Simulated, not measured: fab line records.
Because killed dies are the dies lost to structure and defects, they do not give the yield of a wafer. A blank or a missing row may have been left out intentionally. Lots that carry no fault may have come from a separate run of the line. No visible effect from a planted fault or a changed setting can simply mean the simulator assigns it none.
Split-lot trial + flow sfq_line + 23 wafers read across 5 lots, on a route 325 steps long

== SPLIT DETAILS ==
At SFQ_TRILAYER_I3_VIA_LITHO_COAT_090 (resist thk 62 nm), the setting spin_rpm was moved away from the recipe's 3000 rpm on 9 of the 23 wafers read, by -6.0% to +5.8%. For the rest of the wafers, this setting stayed at what the recipe calls for.

The reading is taken at the split's own step.

== THE READING ==
BARC_of_TRILAYER_I3_VIA_LITHO_COAT_090.thk_nm (the simulator's own value, which no gauge read), in nm, at SFQ_TRILAYER_I3_VIA_LITHO_COAT_090 (resist thk 62 nm). There is no usual value for it anywhere in the file. Here, 14 wafers ran the recipe; their average is 61.93 nm with a standard deviation of 0.19 nm.

| wafer  | tool, chamber at the split | spin_rpm as run, rpm | against the recipe | BARC_of_TRILAYER_I3_VIA_LITHO_COAT_090.thk_nm, nm | against lot-mates on the recipe |
|--------|----------------------------|----------------------|--------------------|---------------------------------------------------|---------------------------------|
| L076.1 | litho_track-03, 0          | 3120                 | +4.0%              | 60.44                                             | -1.22                           |
| L076.2 | litho_track-03, 0          | 3000                 | recipe             | 61.7                                              | -                               |
| L076.3 | litho_track-03, 0          | 3000                 | recipe             | 61.55                                             | -                               |
| L076.5 | litho_track-03, 0          | 3120                 | +4.0%              | 60.53                                             | -1.13                           |
| L076.6 | litho_track-03, 0          | 3000                 | recipe             | 61.74                                             | -                               |
| L077.1 | litho_track-03, 0          | 2821                 | -6.0%              | 63.8                                              | +1.95                           |
| L077.3 | litho_track-03, 0          | 3000                 | recipe             | 61.88                                             | -                               |
| L077.4 | litho_track-03, 0          | 2821                 | -6.0%              | 63.85                                             | +2.00                           |
| L077.5 | litho_track-03, 0          | 2821                 | -6.0%              | 63.76                                             | +1.91                           |
| L077.6 | litho_track-03, 0          | 3000                 | recipe             | 61.82                                             | -                               |
| L079.1 | litho_track-03, 0          | 3000                 | recipe             | 61.93                                             | -                               |
| L079.3 | litho_track-03, 0          | 3000                 | recipe             | 61.74                                             | -                               |
| L079.4 | litho_track-03, 0          | 2931                 | -2.3%              | 62.56                                             | +0.69                           |
| L079.5 | litho_track-03, 0          | 3000                 | recipe             | 61.95                                             | -                               |
| L079.6 | litho_track-03, 0          | 2931                 | -2.3%              | 62.45                                             | +0.58                           |
| L081.1 | litho_track-03, 0          | 3000                 | recipe             | 62.08                                             | -                               |
| L081.3 | litho_track-03, 0          | 3000                 | recipe             | 62.11                                             | -                               |
| L081.4 | litho_track-03, 0          | 3000                 | recipe             | 62.13                                             | -                               |
| L083.1 | litho_track-02, 0          | 3000                 | recipe             | 62.07                                             | -                               |
| L083.2 | litho_track-02, 0          | 3174                 | +5.8%              | 60.22                                             | -1.90                           |
| L083.3 | litho_track-02, 0          | 3000                 | recipe             | 62.17                                             | -                               |
| L083.4 | litho_track-02, 0          | 3174                 | +5.8%              | 60.4                                              | -1.72                           |
| L083.6 | litho_track-02, 0          | 3000                 | recipe             | 62.13                                             | -                               |

THE FIT
A straight line over all 23 wafers: BARC_of_TRILAYER_I3_VIA_LITHO_COAT_090.thk_nm changes by -0.307 nm for each +1% of spin_rpm; r = -0.98; the points scatter about the line by 0.18 nm.
The same after taking each lot's own level away (the mean of its wafers on the recipe; 23 wafers): -0.315 nm for each +1%; r = -1.00; scatter 0.079 nm.
That fit puts the effect of the largest move of spin_rpm on the reading at 1.9 nm.
The span of the lots' own levels, 61.663 to 62.123 nm, comes to 2.4 times the standard deviation stated above.
Hence the lot-to-lot level has little effect on the slope; both slopes agree.
Check: with one of the wafers moved furthest among these (-6.0%) left out of the fit, the line predicts +1.88 nm for it against its lot-mates. It came out at +1.95 nm against them.

== THESE WAFERS: OTHER SPLITS ==
Other splits were also applied to these wafers ahead of the reading. Each is held against what the fit with the lots' levels taken away leaves over:
| other split on the same wafers           | wafers away from the commonest value | r with BARC_of_TRILAYER_I3_VIA_LITHO_COAT_090.thk_nm (lot level and that fit taken away) |
|------------------------------------------|--------------------------------------|------------------------------------------------------------------------------------------|
| SFQ_TRILAYER_M3_LITHO_COAT_080 spin_rpm  | 6                                    | -0.18                                                                                    |
| SFQ_TRILAYER_M3_LITHO_PEB_078 peb_temp_c | 7                                    | -0.06                                                                                    |

== FILE'S OWN FIT ==
BARC_of_TRILAYER_I3_VIA_LITHO_COAT_090.thk_nm changes by -0.313 nm for each +1% of spin_rpm, r = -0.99.
